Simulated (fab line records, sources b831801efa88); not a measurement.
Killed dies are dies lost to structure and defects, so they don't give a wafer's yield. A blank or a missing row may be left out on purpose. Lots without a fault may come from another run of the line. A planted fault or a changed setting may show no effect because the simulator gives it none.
Problem report in the 8D (eight disciplines) form, filled by code | flow sky130 | the parts of the form that need people (team, actions taken, sign-off) are left out

1. THE PROBLEM
beam_energy_keV at SKY_SD_N_IMPLANT_10 reads a mean of 21.547 on 6 wafers of 2 lots; wafers without a fault read 20.001 with a standard deviation of 0.0064. That is +99 or more standard deviations from the usual mean.
First seen on wafer L257.1, day 32 21:32, on implanter-01. The record holds 39 wafers of 13 lots with a number at this step. Rule for "out", or "out of limits": more than 4 standard deviations from the usual mean. The other wafers with a number count as sound.

2. WHAT IT IS AND WHAT IT IS NOT
question                    | is                     | is not
which readings at this step | beam_energy_keV        | beam_on_s
which lots                  | L257, L259             | L242, L248, L249, L250, L251, L252, L253, L254, L255, L256, L265
which wafers of those lots  | all that have a number | -
read on which tools         | implanter-01           | implanter-02, implanter-04
when                        | from day 32 21:32      | up to then (30 sound wafers); but 3 sound wafers of L265 came after

3. SUSPECTS, AND WHAT RULES EACH OUT
Counting: a tool at a process step up to the reading stays a suspect if it ran every lot that is out and no sound lot after the first of them.
- implanter-01 at SKY_SD_N_IMPLANT_10: kept. It ran every lot that is out, first L257 (day 32 21:32), and no sound lot after that; its last sound lot up to then is L255 (day 32 12:59). Its own readings are out on those wafers: beam_energy_keV.
Left after counting: implanter-01 at SKY_SD_N_IMPLANT_10.

4. THE CAUSE (what the simulator had put in)
Process parameter drift: implanter-01, from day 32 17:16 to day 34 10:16, at SKY_SD_N_IMPLANT_10. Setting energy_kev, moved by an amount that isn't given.
Counting left only this tool.

5. THE CHAIN OF EFFECTS, in route order
Each row: a reading whose mean over the struck wafers that have a number lies more than 3 standard deviations from the usual. Only readings for which the record gives a usual standard deviation are gone through. hours: the time from each lot's start at the first step in this table that gives one to its start at this step, as a median over the lots. sigmas: the change in usual standard deviations.
hours | step                | reading         | usual  | on struck wafers | change | sigmas
0     | SKY_SD_N_IMPLANT_10 | beam_energy_keV | 20.001 | 21.547           | +1.546 | +99 or more
The process steps in it:
- SKY_SD_N_IMPLANT_10
Later measuring or inspecting steps at which every struck wafer that the step has a row for has a number for every such reading, and none has moved that far: SKY_METAL4_OVL_MEAS_14.

6. WHAT WOULD HAVE CAUGHT IT SOONER
In this record the first reading out of limits was taken at day 32 21:32, 4 hours after the fault began at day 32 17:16.
